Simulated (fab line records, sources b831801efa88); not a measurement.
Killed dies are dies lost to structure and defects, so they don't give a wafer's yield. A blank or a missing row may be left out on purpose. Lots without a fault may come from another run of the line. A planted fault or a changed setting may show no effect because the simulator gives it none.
Chamber matching | flow sky130 | SKY_VIA4_CMP_02 on cmp-01: 4 sister chambers
The step polishes SiO2. 4 wafers are shown with their chamber, then 12 later ones without.

WAFERS WITH THEIR CHAMBER
wafer  | chamber | motor_current_A (A)
L091.2 | 0       | 12.6
L093.1 | 2       | 12.0
L093.2 | 3       | 12.3
L093.4 | 1       | 15.3

WAFERS WITHOUT THEIR CHAMBER
wafer  | motor_current_A (A)
L094.1 | 12.6
L094.2 | 11.8
L094.6 | 13.2
L095.1 | 12.2
L095.2 | 13.2
L095.3 | 13.9
L096.1 | 13.5
L096.2 | 12.7
L096.5 | 12.2
L097.1 | 14.5
L097.5 | 13.7
L097.6 | 14.7

WHICH CHAMBER EACH WENT THROUGH
wafer  | from the rows above               | in truth
L094.1 | can't be placed: 0 or 3 or 2      | 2
L094.2 | can't be placed: 2 or 3 or 0      | 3
L094.6 | can't be placed: 0 or 3 or 2      | 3
L095.1 | can't be placed: 3 or 2 or 0      | 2
L095.2 | can't be placed: 0 or 3 or 2      | 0
L095.3 | can't be placed: 0 or 1 or 3 or 2 | 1
L096.1 | can't be placed: 0 or 3 or 2 or 1 | 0
L096.2 | can't be placed: 0 or 3 or 2      | 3
L096.5 | can't be placed: 3 or 2 or 0      | 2
L097.1 | can't be placed: 1 or 0           | 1
L097.5 | can't be placed: 0 or 3 or 1 or 2 | 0
L097.6 | 1                                 | 1
Placed correctly: 1 of 12. Can't be placed from these rows: 11 (the true chamber is among the candidates in 11). Placed wrongly: 0.
How it was worked out, from the rows above alone: a wafer's distance from a chamber is the root of the sum, over the readings, of the square of ((its reading less the chamber's mean) divided by the reading's scatter). The wafer belongs to the nearest chamber; if the next one is less than 2 further off, it can't be placed. A chamber's mean is the mean of its shown wafers. The scatter: with one shown wafer a chamber, the root of the mean of the squares of how far each hidden wafer lies from its nearest shown one.
